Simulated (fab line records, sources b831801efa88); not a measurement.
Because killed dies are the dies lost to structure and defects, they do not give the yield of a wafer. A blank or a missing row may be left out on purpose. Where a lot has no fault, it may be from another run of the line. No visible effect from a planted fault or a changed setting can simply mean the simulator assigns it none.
A struck lot beside a sound one + flow sky130 + 15 out of 708 route steps
Sound: these wafers, L182.1, L182.2, L182.6. Struck: wafer L172.3. (L172.1 of the same lot was not struck and is left out.) The cause comes at the end.
Order at every step that has rows: each side's tool, ch and its chambers, its first start. Under that, the readings that differ: sound wafers + struck wafers + difference of the means + sigmas: that difference in standard deviations of wafers without a fault.
alike: readings with means less than 2 such deviations apart, plus words and numbers identical on both sides. not compared: withheld readings, readings lacking a value on some wafer, bounds such as >300 that could conceal the same value, and numbers that have no deviation in the record and whose values overlap.
A row with sigmas, a row that says differs or no value, or rows on one side alone: a step with any of these is where the two part. When numbers do not overlap yet have no deviation, they are printed without sigmas and do not part them. Lack of a reading on every wafer of one side parts them only where that side has two or more wafers.

first, 3 steps without rows for these wafers: SKY_METAL1_EXPOSE_12 (exposes mask MM1, target cd 140 nm); SKY_METAL1_PEB_13; SKY_METAL1_DEVELOP_14 (develop time 60 s).
SKY_METAL1_CD_MEAS_15 targets a cd of 140 nm.
  sound: cd-sem-02 at day 41 13:16; struck: cd-sem-02 at day 35 11:51
| reading    | sound             | struck | difference | sigmas |
|------------|-------------------|--------|------------|--------|
| cd-nm (nm) | 140.8 139.7 139.6 | 136.4  | -3.6       | -2     |
SKY_METAL1_OVL_MEAS_16:
  sound: overlay-01 at day 41 13:23; struck: overlay-02 at day 35 11:58
| reading         | sound      | struck | difference | sigmas |
|-----------------|------------|--------|------------|--------|
| METAL1_OVL (nm) | -5 -15 -12 | 6      | +17        | +2     |
SKY_METAL1_DESCUM_17: chemistry O2, time 8 s.
  sound on rie-metal-02 ch 0,1, day 41 13:26; struck on rie-metal-02 ch 1, day 35 12:00
  alike: drypump-motor-current-A, oes-product-au
  not compared: rf-hours-counter-h
SKY_METAL1_ETCH_18: etches BARC in N2/H2, stops on SiO2, time 45.9 s, target depth 60 nm.
  sound on rie-metal-02 ch 0,1, day 41 13:28; struck on rie-metal-02 ch 1, day 35 12:02
  alike: bias-w, drypump-motor-current-A, oes-product-au, throttle-valve-pct
  not compared: rf-hours-counter-h
SKY_METAL1_METAL_ETCH_19: etches the open film in Cl2/BCl3, stops on SiO2, target depth 360 nm, time 78 s.
  sound on rie-metal-02 ch 0,1, day 41 13:31; struck on rie-metal-02 ch 1, day 35 12:06
  alike: bias-w, drypump-motor-current-A, oes-product-au, throttle-valve-pct
  not compared: rf-hours-counter-h
SKY_METAL1_STRIP_20: strips in O2/N2.
  sound on plasma-asher-02 ch 0,1, day 41 13:37; struck on plasma-asher-02 ch 0, day 35 12:11
  alike: drypump-motor-current-A, o2-flow-sccm, oes-product-au, strip-time-to-endpoint-s
  not compared: rf-hours-counter-h
then, 3 steps without rows for these wafers: SKY_METAL1_STRIP_21 (strips in post etch residue remover, time 1200 s); SKY_METAL1_CLEAN_22 (cleans in IPA, time 180 s); SKY_METAL1_CLEAN_23 (cleans in O3/DIW).
SKY_VIA1_HDPCVD_00: deposits SiO2, target thk 1030 nm, time 171.7 s.
  sound on hdpcvd-01 ch 0,1, day 41 14:13; struck on hdpcvd-02 ch 1, day 35 12:49
| reading                                  | sound          | struck | difference | sigmas |
|------------------------------------------|----------------|--------|------------|--------|
| model.SiO2_of_VIA1_HDPCVD_00.thk-nm (nm) | 1029 1032 1029 | 1535   | +505       |        |
SKY_VIA1_THK_MEAS_01:
  sound: film-metro-03 at day 41 14:19; struck: film-metro-04 at day 35 12:56
| reading              | sound          | struck | difference | sigmas |
|----------------------|----------------|--------|------------|--------|
| VIA1_HDPCVD_THK (nm) | 1030 1033 1028 | 1535   | +505       | +42    |
SKY_VIA1_CMP_02: polishes SiO2.
  sound on cmp-02 ch 0,2, day 41 14:26; struck on cmp-02 ch 3, day 35 13:05
  alike: motor-current-A, platen-rpm, slurry-flow-ml-min

WHERE THEY PART
Last at SKY_VIA1_THK_MEAS_01 as far as this record goes, first at SKY_METAL1_CD_MEAS_15. Later steps at which nothing parts them and some readings are alike: SKY_VIA1_CMP_02.

WHY: the cause the simulator had injected
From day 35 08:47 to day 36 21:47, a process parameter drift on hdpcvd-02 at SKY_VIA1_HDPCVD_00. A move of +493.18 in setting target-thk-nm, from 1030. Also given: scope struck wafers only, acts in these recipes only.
